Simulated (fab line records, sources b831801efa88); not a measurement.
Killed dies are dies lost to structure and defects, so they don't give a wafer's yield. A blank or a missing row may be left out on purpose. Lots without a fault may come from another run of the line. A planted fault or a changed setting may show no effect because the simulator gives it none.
fab line records | flow sky130
record lots=6 wafers=18 last_day=50
route steps=708 shown SONOS_ONO@186 GATE_OXIDE@187 PAD_OPEN@708
lots that met no fault: from a run of the same line without faults
start_h: hours from the record's first day to the start of the lot's first wafer shown | wait_h: hours since the lot's step before | " the same as in the row above | L1.1+2: a row that stands for several wafers | - no value, or no start given | * or withheld: withheld | < > ~ a bound
route shown NAME@n: a module of which the file shows steps, and the number in the route of the first | usual: mean/standard deviation of fault-free wafers | same: alike in all rows | chamber/n: place in a boat | sites: the reading at each site | _std_site: their standard deviation | _edge_site: outer sites' mean less inner sites' | radius_mm: how far each site lies from the wafer's centre | mask NAME#n: copy n | behind: the tool/chamber that last shaped the wafer | hold: why the lot was held/for how many hours/how that ended | device: the transistor (n, p or np) that didn't switch | end of line: the same wafers' tests at the end of the route | a step without rows: its recipe alone | killed: dies lost to structure and defects at the first sort, not the wafer's yield | map: a wafer's dies, x killed, . not, _ none there
set.NAME: the setting as run; set.NAME@STEP: as run at that earlier step | model.NAME: the simulator's own value behind a step, which no gauge read
lots at some steps of the route; a table a step, a row a wafer
services: from which hour (start_h, from the record's first day; less than 0 if before it) a tool's chamber was out of use, for how many hours, and why
## steps
# step SKY_SONOS_ONO_WET_ETCH_18
# recipe chemistry=H3PO4 target_depth_nm=15 target=Si3N4 temp_c=160 time_s=172
# step SKY_GATE_OXIDE_CLEAN_00
# recipe chemistry=SC1/SC2 mix=1:4:20 temp_c=70 time_s=150 dry=n2_spin
# step SKY_GATE_OXIDE_OXIDATION_01
# recipe temp_c=900 ambient=O2 stabilise_s=600 purge_s=300 target_thk_a=102.68 ox_time_s=1473
# step SKY_GATE_OXIDE_THK_MEAS_02
# recipe reads=SiO2_of_GATE_OXIDE_OXIDATION_01
# usual GATE_OXIDE_OXIDATION_00_THK=10.28/0.17
# columns lot.wafer tool chamber start_h wait_h GATE_OXIDE_OXIDATION_00_THK[nm]
L367.2 film_metro-03 - 380.80 0.0 10.20
L367.4 " - " " 10.20
L367.5 " - " " 10.01
L368.1 film_metro-03 - 385.06 0.0 10.13
L368.3 " - " " 10.28
L368.5 " - " " 10.39
L371.1 film_metro-03 - 403.04 0.0 10.22
L371.3 " - " " 10.37
L371.6 " - " " 10.41
L378.1 film_metro-03 - 469.84 0.0 10.32
L378.2 " - " " 10.01
L378.6 " - " " 10.19
L379.2 film_metro-02 - 469.85 0.0 10.46
L379.4 " - " " 10.60
L379.5 " - " " 10.34
L381.2 film_metro-01 - 478.48 0.0 10.47
L381.3 " - " " 10.53
L381.6 " - " " 10.42
# step SKY_GATE_OXIDE_DEHYDRATE_03
# recipe temp_c=200 time_s=60
# step SKY_GATE_OXIDE_HMDS_04
# recipe prime_time_s=60 prime_temp_c=120
# step SKY_GATE_OXIDE_COAT_05
# recipe resist=NOVOLAK spin_rpm=3000 resist_thk_nm=1140
# step SKY_GATE_OXIDE_SOFTBAKE_06
# recipe temp_c=90 time_s=60 resist=NOVOLAK
# step SKY_GATE_OXIDE_EXPOSE_07
# recipe mask_id=LVOM na=0.6 source_shape=conventional sigma_outer=0.6 polarization=unpolarized target_cd_nm=600 dose_mj=170
# step SKY_GATE_OXIDE_PEB_08
# recipe temp_c=withheld time_s=* resist=NOVOLAK
# step SKY_GATE_OXIDE_DEVELOP_09
# recipe resist=NOVOLAK developer=TMAH develop_time_s=60 dev_temp_c=23
# step SKY_GATE_OXIDE_OVL_MEAS_10
# usual GATE_OXIDE_OVL=1.0/1.2
# columns lot.wafer tool chamber start_h wait_h GATE_OXIDE_OVL[nm]
L367.2 overlay-02 - 409.23 0.1 -1.3
L367.4 " - " " -0.5
L367.5 " - " " -0.6
L368.1 overlay-02 - 414.62 0.1 2.6
L368.3 " - " " 3.8
L368.5 " - " " 1.9
L371.1 overlay-01 - 432.62 0.1 -2.5
L371.3 " - " " 2.3
L371.6 " - " " -0.2
L379.2 overlay-02 - 501.15 0.1 0.8
L379.4 " - " " 2.2
L379.5 " - " " 0.5
L378.1 overlay-01 - 501.27 0.1 1.7
L378.2 " - " " 0.4
L378.6 " - " " -0.3
L381.2 overlay-01 - 509.75 0.1 1.7
L381.3 " - " " 2.2
L381.6 " - " " 2.3
# step SKY_GATE_OXIDE_IMPLANT_11
# recipe species=B energy_kev=10 dose_cm2=2.6e+12 tilt_deg=withheld
# usual dose_ions_cm2=2.6002e+12/2.7e+09
# columns lot.wafer tool chamber start_h wait_h dose_ions_cm2
L367.2 implanter-02 0 409.28 0.0 2.6801e+12
L367.4 " 0 " " 2.6806e+12
L367.5 " 0 " " 2.6768e+12
L368.1 implanter-02 0 414.66 0.0 2.6743e+12
L368.3 " 0 " " 2.6773e+12
L368.5 " 0 " " 2.6781e+12
L371.1 implanter-01 0 432.66 0.0 2.5996e+12
L371.3 " 0 " " 2.5995e+12
L371.6 " 0 " " 2.602e+12
L379.2 implanter-02 0 501.20 0.0 2.6027e+12
L379.4 " 0 " " 2.6003e+12
L379.5 " 0 " " 2.6005e+12
L378.1 implanter-01 0 501.31 0.0 2.5968e+12
L378.2 " 0 " " 2.5985e+12
L378.6 " 0 " " 2.6044e+12
L381.2 implanter-01 0 509.80 0.0 2.6043e+12
L381.3 " 0 " " 2.5996e+12
L381.6 " 0 " " 2.6002e+12
# step SKY_GATE_OXIDE_WET_ETCH_12
# recipe chemistry=dHF target_depth_nm=16.8 dry=n2_spin target=SiO2 dilution=100:1 temp_c=25 time_s=336
# step SKY_PAD_OPEN_PROBE_99
# usual killed_at_M0_to_M3=46/6.7 killed_at_M4_up=3.3/2 killed_at_contacts=24/5.4 killed_at_front_end=15/4.3 killed_at_other=0.4/0.64 killed_dies=89/9.1 killed_open=48/7.2 killed_short=40/6.3
# same gross_dies=492 killed_at_back_side=0
# columns lot.wafer tool chamber start_h wait_h killed_at_M0_to_M3 killed_at_M4_up killed_at_contacts killed_at_front_end killed_at_other killed_dies killed_open killed_short model.etest.pfet_01v8_lvt.drive_ua_um model.etest.pfet_01v8_lvt.off_log10_a_um model.etest.pfet_01v8_lvt.vt_sat_v model.etest.pfet_01v8_lvt.vt_v model.etest.pfet_01v8_lvt.vt_long_v model.etest.pfet_01v8_lvt.body_rise_v
L367.2 prober-01 - 1156.73 0.1 42 4 28 9 0 83 49 34 176.2 -8.635 -0.4139 -0.5056 -0.6267 -0.2101
L367.4 prober-01 - 1156.83 0.2 52 3 37 12 0 104 61 43 176.6 -8.629 -0.4129 -0.5029 -0.6248 -0.2125
L367.5 prober-01 - 1156.88 0.2 48 1 27 14 1 91 54 37 174.8 -8.527 -0.4111 -0.5015 -0.6221 -0.2131
L368.1 prober-02 - 1156.81 0.1 45 6 32 19 2 104 53 51 179.2 -8.364 -0.3919 -0.4862 -0.6087 -0.2154
L368.3 prober-02 - 1156.91 0.2 34 5 27 16 1 83 46 37 178.4 -8.263 -0.3952 -0.4911 -0.6137 -0.211
L368.5 prober-02 - 1157.01 0.2 46 2 27 23 2 100 49 50 178.1 -8.348 -0.4008 -0.495 -0.6135 -0.2113
L371.1 prober-01 - 1167.22 0.1 36 1 20 13 0 70 41 29 171.5 -8.813 -0.4488 -0.5406 -0.6605 -0.205
L371.3 prober-01 - 1167.32 0.2 49 3 10 24 0 86 42 43 173.3 -9.069 -0.4497 -0.5368 -0.6519 -0.2043
L371.6 prober-01 - 1167.47 0.2 44 5 24 15 0 88 43 45 171.2 -9.102 -0.4627 -0.5501 -0.6648 -0.2028
L379.2 prober-01 - 1203.75 0.1 50 2 19 15 0 86 48 38 177.4 -8.979 -0.4407 -0.5372 -0.6577 -0.1998
L379.4 prober-01 - 1203.85 0.2 52 5 23 9 0 89 51 38 178.5 -8.797 -0.4477 -0.5412 -0.6592 -0.1976
L379.5 prober-01 - 1203.90 0.2 48 5 20 14 0 87 51 36 179.3 -8.858 -0.4374 -0.5352 -0.6521 -0.2
L378.1 prober-02 - 1207.32 0.1 44 3 22 11 0 80 49 31 173.2 -9.12 -0.4611 -0.5462 -0.6628 -0.2012
L378.2 prober-02 - 1207.37 0.1 41 4 23 11 1 80 40 40 174.1 -9.133 -0.4516 -0.5419 -0.6582 -0.2014
L378.6 prober-02 - 1207.57 0.2 37 3 25 10 1 76 41 35 175 -9.046 -0.4543 -0.5414 -0.6544 -0.2022
L381.2 prober-02 - 1209.49 0.1 43 0 23 14 0 80 49 31 172.2 -8.851 -0.4406 -0.535 -0.6518 -0.2078
L381.3 prober-02 - 1209.54 0.2 43 4 20 16 0 83 39 43 176.9 -8.898 -0.441 -0.5351 -0.6533 -0.2036
L381.6 prober-02 - 1209.69 0.2 49 5 26 13 1 94 48 46 171.8 -8.952 -0.445 -0.5349 -0.6542 -0.2045
# killed by level:class
L367.2 VIA3:geometric_particle:open=13 LI_CONTACT:geometric_particle:open=10 VIA1:geometric_particle:open=10 CONTACT:geometric_particle:short=8 METAL1:geometric_particle:short=5 LI_CONTACT:geometric_particle:short=4 CONTACT:geometric_particle:open=4 VIA1:geometric_particle:short=3
L368.1 CONTACT:geometric_particle:open=11 LI_CONTACT:geometric_particle:open=7 METAL1:geometric_particle:short=7 VIA1:geometric_particle:open=7 METAL2:geometric_particle:short=7 FIELD_ISO:geometric_particle:open=6 CONTACT:geometric_particle:short=6 POLY_GATE:geometric_particle:open=5
L367.4 CONTACT:geometric_particle:open=14 LI_CONTACT:geometric_particle:open=13 VIA1:geometric_particle:open=9 METAL1:geometric_particle:short=7 VIA2:geometric_particle:open=7 METAL2:geometric_particle:short=7 VIA3:geometric_particle:short=5 VIA3:geometric_particle:open=5
L367.5 VIA3:geometric_particle:open=12 CONTACT:geometric_particle:open=8 VIA1:geometric_particle:open=8 LI_CONTACT:geometric_particle:open=6 VIA1:geometric_particle:short=5 LOCAL_INTERCONNECT:geometric_particle:short=5 POLY_GATE:geometric_particle:short=4 CONTACT:geometric_particle:short=4
L368.3 VIA1:geometric_particle:open=11 CONTACT:geometric_particle:open=9 FIELD_ISO:geometric_particle:open=6 VIA2:geometric_particle:open=6 LI_CONTACT:geometric_particle:open=6 FIELD_ISO:geometric_particle:short=4 LOCAL_INTERCONNECT:geometric_particle:short=4 CONTACT:geometric_particle:short=4
L368.5 CONTACT:geometric_particle:open=10 LI_CONTACT:geometric_particle:open=9 FIELD_ISO:geometric_particle:short=8 VIA1:geometric_particle:open=8 POLY_GATE:geometric_particle:short=6 METAL2:geometric_particle:short=6 VIA2:geometric_particle:open=5 VIA2:geometric_particle:short=5
L371.1 CONTACT:geometric_particle:open=10 VIA1:geometric_particle:open=9 VIA2:geometric_particle:open=6 VIA1:geometric_particle:short=4 LI_CONTACT:geometric_particle:open=4 LOCAL_INTERCONNECT:geometric_particle:short=4 FIELD_ISO:geometric_particle:short=3 FIELD_ISO:geometric_particle:open=3
L371.3 VIA1:geometric_particle:short=8 VIA2:geometric_particle:open=8 VIA1:geometric_particle:open=7 METAL2:geometric_particle:short=7 SPACER:geometric_particle:open=6 METAL1:geometric_particle:short=6 POLY_GATE:geometric_particle:short=4 POLY_GATE:geometric_particle:open=4
L371.6 CONTACT:geometric_particle:open=13 METAL3:geometric_particle:short=8 VIA2:geometric_particle:open=7 VIA1:geometric_particle:short=6 POLY_GATE:geometric_particle:short=5 VIA1:geometric_particle:open=5 METAL2:geometric_particle:short=4 CONTACT:geometric_particle:short=4
L379.2 VIA3:geometric_particle:open=9 VIA1:geometric_particle:open=9 METAL2:geometric_particle:short=9 LI_CONTACT:geometric_particle:open=6 CONTACT:geometric_particle:open=6 FIELD_ISO:geometric_particle:open=5 POLY_GATE:geometric_particle:short=4 POLY_GATE:geometric_particle:open=4
L379.4 VIA1:geometric_particle:open=12 VIA3:geometric_particle:open=10 LI_CONTACT:geometric_particle:open=9 CONTACT:geometric_particle:open=7 FIELD_ISO:geometric_particle:short=5 VIA1:geometric_particle:short=5 METAL1:geometric_particle:short=4 VIA3:geometric_particle:short=4
L379.5 VIA1:geometric_particle:open=13 VIA3:geometric_particle:open=10 CONTACT:geometric_particle:open=9 LI_CONTACT:geometric_particle:open=7 FIELD_ISO:geometric_particle:short=6 METAL2:geometric_particle:short=5 METAL1:geometric_particle:short=4 VIA2:geometric_particle:short=4
L378.1 VIA2:geometric_particle:open=15 CONTACT:geometric_particle:open=8 VIA1:geometric_particle:open=6 VIA3:geometric_particle:open=5 LI_CONTACT:geometric_particle:open=5 FIELD_ISO:geometric_particle:short=4 LOCAL_INTERCONNECT:geometric_particle:short=4 CONTACT:geometric_particle:short=4
L378.2 CONTACT:geometric_particle:open=9 VIA1:geometric_particle:short=9 VIA2:geometric_particle:open=7 LI_CONTACT:geometric_particle:open=6 VIA1:geometric_particle:open=6 CONTACT:geometric_particle:short=5 VIA3:geometric_particle:open=5 METAL4:geometric_particle:short=4
L378.6 LI_CONTACT:geometric_particle:open=11 VIA1:geometric_particle:open=9 CONTACT:geometric_particle:open=8 METAL1:geometric_particle:short=7 FIELD_ISO:geometric_particle:short=3 CONTACT:geometric_particle:short=3 VIA3:geometric_particle:open=3 VIA1:geometric_particle:short=3
L381.2 VIA1:geometric_particle:open=11 CONTACT:geometric_particle:open=8 VIA1:geometric_particle:short=7 VIA2:geometric_particle:open=6 LI_CONTACT:geometric_particle:open=5 LOCAL_INTERCONNECT:geometric_particle:short=5 VIA3:geometric_particle:open=5 FIELD_ISO:geometric_particle:open=4
L381.3 CONTACT:geometric_particle:open=10 METAL1:geometric_particle:short=10 VIA1:geometric_particle:open=10 FIELD_ISO:geometric_particle:short=7 VIA2:geometric_particle:open=6 POLY_GATE:geometric_particle:short=5 VIA1:geometric_particle:short=5 CONTACT:geometric_particle:short=4
L381.6 CONTACT:geometric_particle:open=12 VIA1:geometric_particle:open=9 METAL1:geometric_particle:short=8 LI_CONTACT:geometric_particle:open=6 VIA3:geometric_particle:open=6 VIA1:geometric_particle:short=6 METAL2:geometric_particle:short=5 FIELD_ISO:geometric_particle:open=4
## services
# columns tool chamber start_h hours kind
implanter-01 - 422.74 3.5 repair
implanter-02 - 430.90 4.9 repair
## key
first_sign step=SKY_GATE_OXIDE_IMPLANT_11 reading=dose_ions_cm2 direction=up sigmas=29 usual=* struck=*
effect none on later readings
model_effect step=SKY_PAD_OPEN_PROBE_99 value=etest.pfet_01v8_lvt.drive_ua_um without=173.5 struck=177.2
met_at SKY_GATE_OXIDE_IMPLANT_11
struck_wafers L367.2,L367.4,L367.5,L368.1,L368.3,L368.5
tester_left_out L367,L368
fault kind=process_parameter_drift tool=implanter-02 chamber=- onset_h=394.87 steps=SKY_GATE_OXIDE_IMPLANT_11 channel=dose_cm2 offset=* shape=step end_h=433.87 acts_in=* stated=*
# tester_left_out: of these lots the tester's yield and bins aren't shown, on N5 and GAA mostly nor the transistor test; their killed dies are dies lost to structure and defects alone, not to doping, threshold or leakage, so they don't give the yield
